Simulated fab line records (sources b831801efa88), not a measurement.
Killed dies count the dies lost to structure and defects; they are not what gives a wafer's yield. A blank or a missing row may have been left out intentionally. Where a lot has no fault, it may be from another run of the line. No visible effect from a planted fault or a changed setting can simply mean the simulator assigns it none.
Chamber matching ; flow gf180mcu ; pecvd-01 running GF_V5_CVD_02: 3 sister chambers
The step deposits SiO2 from TEOS, target thk 1450 nm, time 163.28 s. 6 wafers are shown with their chamber, then 7 later ones without.

WAFERS PAIRED WITH THEIR CHAMBERS
wafer;chamber;heater_power_w (W)
L894.2;2;525
L895.1;0;520
L895.2;1;781
L895.5;1;600
L896.1;2;497
L896.2;0;515

WAFERS WITH NO CHAMBER GIVEN
wafer;heater_power_w (W)
L896.5;740
L898.1;736
L898.3;467
L898.4;408
L904.2;509
L904.4;780
L904.5;413

CHAMBER TAKEN BY EACH
wafer;from the rows above;in truth
L896.5;1;1
L898.1;1;1
L898.3;can't be placed: 2 or 0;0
L898.4;can't be placed: 2 or 0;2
L904.2;can't be placed: 2 or 0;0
L904.4;1;1
L904.5;can't be placed: 2 or 0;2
Placed correctly: 3 of 7. Not placeable from these rows: 4 (in 4, the candidates include the true chamber). Placed wrongly: 0.
How it was worked out, from the rows above alone: a wafer's distance from a chamber is the root of the sum, over the readings, of the square of ((its reading less the chamber's mean) divided by the reading's scatter). If the next closest chamber is less than 2 further off than the closest, the wafer can't be placed; otherwise it belongs to the closest. A chamber's mean is the mean of its shown wafers. The scatter: the root of (the sum of the squares of (reading less its chamber's mean) over the shown wafers, divided by (wafers less chambers)).
